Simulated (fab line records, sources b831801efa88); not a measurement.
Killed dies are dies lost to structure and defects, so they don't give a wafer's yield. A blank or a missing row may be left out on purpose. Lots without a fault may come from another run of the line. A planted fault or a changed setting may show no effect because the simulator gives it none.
One fault seen from 2 desks | flow gf180mcu | each desk has only its own numbers; what lay behind them comes last

THE METROLOGY DESK
What the gauges read, lot by lot, whatever tool the lot ran on: means of the sampled wafers that have a number. A lot is out of limits, marked OUT, if its mean lies more than 4 standard deviations from the usual mean; the brackets give that distance.
Columns: A = M3_ALCU_THK at GF_M3_THK_MEAS_06, usual 445 nm; B = cd_nm at GF_M5_CD_MEAS_07, usual 279.8 nm; C = M5_OVL at GF_M5_OVL_MEAS_08, usual 1 nm; D = cd_nm at GF_V5_CD_MEAS_14, usual 260.4 nm
lot  | first seen here | A   | B     | C  | D
L671 | day 20 06:07    | 450 | 277.4 | 1  | 261.9
L672 | day 20 16:18    | 438 | 278.9 | 7  | 258.3
L673 | day 20 19:08    | 452 | 278.9 | 0  | 260.5
L674 | day 21 11:11    | 444 | 278.0 | 7  | 259.4
L675 | day 21 19:00    | 447 | 279.7 | -3 | 259.2
L676 | day 22 05:57    | 444 | 279.8 | 1  | 259.8
L677 | day 22 19:17    | 447 | 280.8 | 4  | 260.9
L678 | day 23 04:26    | 437 | 278.4 | 8  | 259.4
L683 | day 24 21:29    | 445 | 278.0 | 2  | 257.5
L685 | day 25 10:20    | 437 | 279.9 | 1  | 257.9
L686 | day 25 15:02    | 439 | 280.3 | -1 | 260.2
L687 | day 25 20:47    | 442 | 282.1 | -4 | 260.7
L688 | day 26 03:37    | 454 | 280.0 | 6  | 260.2
This desk's finding: nothing out of limits on any of the 13 lots.

THE TOOL OWNER'S DESK: litho_track-01
The tool's own readings at GF_V5_PEB_12 (peb time 90 s): means of the sampled wafers that have a number, for each lot that ran on this tool. A lot is out of limits, marked OUT, if its mean lies more than 4 standard deviations from the usual mean; the brackets give that distance.
Columns: A = heater_power_total_W at GF_V5_PEB_12, usual 85.70 W
lot  | first seen here | A
L672 | day 27 11:13    | 85.64
L678 | day 29 13:53    | 85.75
L683 | day 30 21:37    | 89.40 (+45) OUT
L685 | day 31 09:43    | 89.38 (+45) OUT
This desk's finding: out of limits on L683, L685; first on L683, day 30 21:37 (heater_power_total_W at GF_V5_PEB_12). In limits: L672, L678.

PUT TOGETHER
The tool owner's desk could have raised an alarm at day 30 21:37, on L683, L685.
The metrology desk saw nothing out of limits.
The metrology desk has L683, L685 on record, within its limits.
Of the lots named, all ran GF_V5_PEB_12 on litho_track-01.

WHAT THE SIMULATOR HAD PUT IN
Process parameter drift: litho_track-01, from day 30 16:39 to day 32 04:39, at GF_V5_PEB_12. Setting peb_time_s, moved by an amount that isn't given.
Lots struck among those shown: L683, L685.
Hours from the fault's start to each desk's first reading out of limits: the tool owner's desk, 5.
